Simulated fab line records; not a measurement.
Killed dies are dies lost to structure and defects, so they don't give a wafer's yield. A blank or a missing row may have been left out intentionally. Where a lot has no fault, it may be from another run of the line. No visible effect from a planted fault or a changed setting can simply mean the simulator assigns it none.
What tool caused it?	flow gf180mcu	6 lots, 18 wafers sampled, at 4 steps of a route of 602

## WHAT EACH GAUGE READ, for each wafer
GF_V5_THK_MEAS_03.
lot	measured	on	V5_CVD_02_THK (nm)
L393	day 27 03:22	film-metro-02	1458 1453 1464
L402	day 30 00:31	film-metro-01	1449 1470 1443
L404	day 30 14:51	film-metro-01	1424 1430 1470
L408	day 31 17:56	film-metro-01	1426 1418 1438
L410	day 32 06:24	film-metro-03	1457 1437 1467

## TOOL THAT RAN EACH LOT (tool first, then ch and the chambers of the sampled wafers, then the start)
lot	GF_MIM_SPUTTER_04	GF_M5_ETCH_09	GF_M5_STRIP_11
L393	pvd-sputter-03, day 25 07:37	rie-diel-03 ch 2,3, day 27 02:27	plasma-asher-01 ch 0,1, day 27 02:36
L395	pvd-sputter-03, day 26 04:16	rie-diel-04 ch 0,1,2, day 27 22:42	plasma-asher-01 ch 0,1, day 27 22:51
L402	pvd-sputter-01, day 28 09:04	rie-diel-04 ch 0,3, day 29 23:36	plasma-asher-01 ch 0,1, day 29 23:45
L404	pvd-sputter-01, day 29 00:14	rie-diel-04 ch 2,3, day 30 13:57	plasma-asher-04 ch 0, day 30 14:07
L408	pvd-sputter-02, day 30 05:01	rie-diel-02 ch 0,1,2, day 31 16:54	plasma-asher-03 ch 0,1, day 31 17:11
L410	pvd-sputter-02, day 30 18:46	rie-diel-03 ch 0,1,2, day 32 05:30	plasma-asher-03 ch 0,1, day 32 05:39
- GF_MIM_SPUTTER_04: material TiN, target thk 50 nm, time 41.7 s.
- GF_M5_ETCH_09: etches Si3N4 in CF4/O2, target depth 52 nm, time 11.6 s.
- GF_M5_STRIP_11: strips in O2/N2.

## THE ANSWER, worked out from the rows above alone
Rule: what is usual is taken from the lots themselves. The widest of any qualifying gaps counts: lots, ordered by their means at a reading, are off when they make up no more than a third of the lots, leave a main group of 4 or more, and stand apart from it by 3 or more times the standard deviation of that group's means. A main group whose means are all the same, to the digits that the tables above print for the reading, isn't used. A lot without any number at a reading at which 4 lots or more have one is off too. Where the step has rows for the other lots, those lots are counted as sound.
No lot is off on any of the readings shown, so nothing can be concluded from this.

## WHAT THE SIMULATOR PUT IN
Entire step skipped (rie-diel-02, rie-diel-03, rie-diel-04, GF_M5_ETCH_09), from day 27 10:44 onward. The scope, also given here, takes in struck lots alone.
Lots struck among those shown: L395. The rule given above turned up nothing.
